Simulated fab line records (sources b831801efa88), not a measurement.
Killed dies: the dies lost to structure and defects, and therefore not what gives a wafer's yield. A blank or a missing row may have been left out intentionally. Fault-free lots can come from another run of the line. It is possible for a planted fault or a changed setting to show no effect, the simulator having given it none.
A struck lot beside a sound one + flow sky130 + 48 out of 708 route steps
Sound: the wafers L316.1, L316.2, L316.3. Struck: wafers L327.2, L327.4, L327.5. Last of all comes the cause.
Per side, at each step with rows, come the tool, then ch with its chambers, and then its first start. Under that, the readings that differ: sound wafers + struck wafers + difference of the means + sigmas: that difference in standard deviations of wafers without a fault.
alike: same words and numbers on both sides, and readings whose means sit less than 2 such deviations apart. not compared: any withheld reading, any reading some wafer has no value for, any bound like >300 that may hide the same value, and any number with overlapping values for which the record gives no deviation.
The two part at a step that has a row with sigmas, a row that says differs or no value, or rows on one side only. When numbers do not overlap yet have no deviation, they are printed without sigmas and do not part them. A reading missing from all wafers of one side parts the sides only when that side holds two or more wafers.

first, 1 step without rows for these wafers: SKY_VT_ADJUST_HVTR_IMPLANT_09.
SKY_VT_ADJUST_HVTR_STRIP_10: strips in O2/N2.
  sound on plasma_asher-01 ch 0,1, day 9 20:58; struck on plasma_asher-01 ch 0,1, day 13 04:26
  alike: chamber_pressure_mTorr, drypump_motor_current_A, o2_flow_sccm, oes_product_au, strip_time_to_endpoint_s
  not compared: rf_hours_counter_h
SKY_VT_ADJUST_HVTR_TW_MEAS_11:
  sound: film_metro-01 at day 9 21:04; struck: film_metro-01 at day 13 04:32
  alike: VT_ADJUST_HVTR_TW
then, 7 steps without rows for these wafers: SKY_VT_ADJUST_PCH_DEHYDRATE_00 (time 60 s); SKY_VT_ADJUST_PCH_HMDS_01 (prime time 60 s); SKY_VT_ADJUST_PCH_COAT_02 (resist thk 3000 nm); SKY_VT_ADJUST_PCH_SOFTBAKE_03; SKY_VT_ADJUST_PCH_EXPOSE_04 (exposes mask NWM, target cd 840 nm); SKY_VT_ADJUST_PCH_PEB_05; SKY_VT_ADJUST_PCH_DEVELOP_06 (develop time 60 s).
SKY_VT_ADJUST_PCH_OVL_MEAS_07:
  sound: overlay-02 at day 10 18:46; struck: overlay-02 at day 14 06:47
  alike: VT_ADJUST_PCH_OVL
next, for these wafers, 1 step has no rows: SKY_VT_ADJUST_PCH_IMPLANT_08.
SKY_VT_ADJUST_PCH_STRIP_09: strips in O2/N2.
  sound on plasma_asher-01 ch 0,1, day 10 18:57; struck on plasma_asher-01 ch 0,1, day 14 06:58
  no value came back on the struck wafers for any of 5 readings (chamber_pressure_mTorr (mTorr), drypump_motor_current_A (A) and others); on the sound wafers chamber_pressure_mTorr (mTorr) reads 1500.8 1501.1 1499.6
| reading                                         | sound | struck         | difference | sigmas |
|-------------------------------------------------|-------|----------------|------------|--------|
| model.coat_of_VT_ADJUST_PCH_COAT_02.thk_nm (nm) | 0 0 0 | 2999 2999 2998 | +2999      |        |
  not compared: rf_hours_counter_h
SKY_VT_ADJUST_PCH_TW_MEAS_10:
  sound: film_metro-01 at day 10 19:03; struck: film_metro-03 at day 14 07:05
| reading          | sound             | struck            | difference | sigmas |
|------------------|-------------------|-------------------|------------|--------|
| VT_ADJUST_PCH_TW | 143.8 144.4 144.4 | 141.2 141.2 141.5 | -2.9       | -2     |
then, 7 steps without rows for these wafers: SKY_SONOS_TUNNEL_DEHYDRATE_00 (time 60 s); SKY_SONOS_TUNNEL_HMDS_01 (prime time 60 s); SKY_SONOS_TUNNEL_COAT_02 (resist thk 1140 nm); SKY_SONOS_TUNNEL_SOFTBAKE_03 (time 60 s); SKY_SONOS_TUNNEL_EXPOSE_04 (exposes mask TUNM, target cd 410 nm); SKY_SONOS_TUNNEL_PEB_05; SKY_SONOS_TUNNEL_DEVELOP_06 (develop time 58.77 s).
SKY_SONOS_TUNNEL_CD_MEAS_07 targets a cd of 410 nm.
  sound: cd_sem-01 at day 11 16:46; struck: cd_sem-01 at day 15 09:45
  alike: cd_nm
SKY_SONOS_TUNNEL_OVL_MEAS_08:
  sound: overlay-02 at day 11 16:53; struck: overlay-02 at day 15 09:52
  alike: SONOS_TUNNEL_OVL
then, 2 steps without rows for these wafers: SKY_SONOS_TUNNEL_IMPLANT_09; SKY_SONOS_TUNNEL_WET_ETCH_10 (etches SiO2 in dHF, target depth 14 nm, time 280 s).
SKY_SONOS_TUNNEL_STRIP_11: strips in SPM, time 600 s.
  sound on wet_bench-04 ch 0, day 11 17:10; struck on wet_bench-01 ch 0, day 15 10:08
| reading                                           | sound | struck         | difference | sigmas |
|---------------------------------------------------|-------|----------------|------------|--------|
| model.NOVOLAK_of_SONOS_TUNNEL_COAT_02.thk_nm (nm) | 0 0 0 | 1141 1143 1146 | +1143      |        |
  alike: bath_guard_temp_C, bath_heat_duty_pct
SKY_SONOS_TUNNEL_TW_MEAS_12:
  sound: film_metro-02 at day 11 17:31; struck: film_metro-03 at day 15 10:20
| reading         | sound             | struck         | difference | sigmas      |
|-----------------|-------------------|----------------|------------|-------------|
| SONOS_TUNNEL_TW | 198.6 197.3 197.7 | 29.7 29.6 29.5 | -168.3     | -99 or more |
then, 2 steps without rows for these wafers: SKY_SONOS_TUNNEL_CLEAN_13 (cleans in dHF, time 20 s); SKY_SONOS_ONO_OXIDATION_00 (stabilise 600 s, purge 300 s, target thk 2.6 nm).
SKY_SONOS_ONO_THK_MEAS_01:
  sound: film_metro-03 at day 12 01:52; struck: film_metro-01 at day 15 11:59
  alike: SONOS_ONO_OXIDATION_THK
then, 1 step without rows for these wafers: SKY_SONOS_ONO_CVD_02 (deposits Si3N4 from DCS/NH3, target thk 10.5 nm, time 180 s).
SKY_SONOS_ONO_THK_MEAS_03:
  sound: film_metro-03 at day 12 03:22; struck: film_metro-01 at day 15 13:32
| reading                   | sound             | struck            | difference | sigmas |
|---------------------------|-------------------|-------------------|------------|--------|
| SONOS_ONO_CVD_02_THK (nm) | 10.29 10.19 10.16 | 10.43 10.51 10.48 | +0.26      | +2     |
then, 1 step without rows for these wafers: SKY_SONOS_ONO_CVD_04 (deposits SiO2 from SiH4/N2O, target thk 5.7199 nm).
SKY_SONOS_ONO_THK_MEAS_05:
  sound: film_metro-03 at day 12 04:41; struck: film_metro-04 at day 15 14:51
  alike: SONOS_ONO_CVD_04_THK
then, 7 steps without rows for these wafers: SKY_SONOS_ONO_DEHYDRATE_06 (time 60 s); SKY_SONOS_ONO_HMDS_07 (prime time 60 s); SKY_SONOS_ONO_COAT_08 (resist thk 1140 nm); SKY_SONOS_ONO_SOFTBAKE_09 (time 60 s); SKY_SONOS_ONO_EXPOSE_10 (exposes mask ONOM, target cd 410 nm); SKY_SONOS_ONO_PEB_11; SKY_SONOS_ONO_DEVELOP_12 (develop time 60 s).
SKY_SONOS_ONO_CD_MEAS_13 targets a cd of 410 nm.
  sound: cd_sem-01 at day 13 04:22; struck: cd_sem-02 at day 16 18:34
  alike: cd_nm
-- the record jumps here: 15 days lie between the struck wafers' starts before and after (it left off in module SONOS_ONO and takes up again in module LI_CONTACT, whose first step shown is number 365 of the route) --
SKY_LI_CONTACT_BOW_MEAS_03:
  sound: film_metro-01 at day 28 12:00; struck: film_metro-03 at day 32 03:13
| reading             | sound    | struck   | difference | sigmas |
|---------------------|----------|----------|------------|--------|
| LI_CONTACT_BOW (um) | 60 59 55 | 19 14 20 | -40        | -6     |
-- the record jumps here: 2 days lie between the struck wafers' starts before and after (it left off in module LI_CONTACT and takes up again in module CONTACT, whose first step shown is number 411 of the route) --
SKY_CONTACT_BOW_MEAS_05:
  sound: film_metro-04 at day 30 22:57; struck: film_metro-04 at day 34 11:23
| reading          | sound    | struck   | difference | sigmas |
|------------------|----------|----------|------------|--------|
| CONTACT_BOW (um) | 83 84 79 | 50 42 48 | -35        | -6     |
-- the record jumps here: 2 days lie between the struck wafers' starts before and after (it left off in module CONTACT and takes up again in module VIA1, whose first step shown is number 461 of the route) --
SKY_VIA1_BOW_MEAS_03:
  sound: film_metro-01 at day 33 08:32; struck: film_metro-02 at day 36 18:55
| reading       | sound    | struck   | difference | sigmas |
|---------------|----------|----------|------------|--------|
| VIA1_BOW (um) | 85 85 80 | 52 44 50 | -35        | -5     |
-- the record jumps here: 2 days lie between the struck wafers' starts before and after (it left off in module VIA1 and takes up again in module VIA2, whose first step shown is number 510 of the route) --
SKY_VIA2_BOW_MEAS_03:
  sound: film_metro-04 at day 35 16:31; struck: film_metro-03 at day 39 02:27
| reading       | sound    | struck   | difference | sigmas |
|---------------|----------|----------|------------|--------|
| VIA2_BOW (um) | 90 90 86 | 54 48 54 | -37        | -5     |
-- the record jumps here: 3 days lie between the struck wafers' starts before and after (it left off in module VIA2 and takes up again in module VIA3, whose first step shown is number 576 of the route) --
SKY_VIA3_BOW_MEAS_03:
  sound: film_metro-03 at day 39 02:44; struck: film_metro-02 at day 42 06:00
| reading       | sound    | struck   | difference | sigmas |
|---------------|----------|----------|------------|--------|
| VIA3_BOW (um) | 80 81 78 | 53 45 53 | -29        | -3     |
-- the record jumps here: 3 days lie between the struck wafers' starts before and after (it left off in module VIA3 and takes up again in module VIA4, whose first step shown is number 642 of the route) --
SKY_VIA4_BOW_MEAS_03:
  sound: film_metro-03 at day 42 07:43; struck: film_metro-04 at day 45 06:25
| reading       | sound    | struck   | difference | sigmas |
|---------------|----------|----------|------------|--------|
| VIA4_BOW (um) | 84 82 80 | 52 44 51 | -33        | -4     |

WHERE THEY PART
At SKY_VT_ADJUST_PCH_STRIP_09 first; at SKY_VIA4_BOW_MEAS_03 last (within this record only).

WHY: what had been put in by the simulator
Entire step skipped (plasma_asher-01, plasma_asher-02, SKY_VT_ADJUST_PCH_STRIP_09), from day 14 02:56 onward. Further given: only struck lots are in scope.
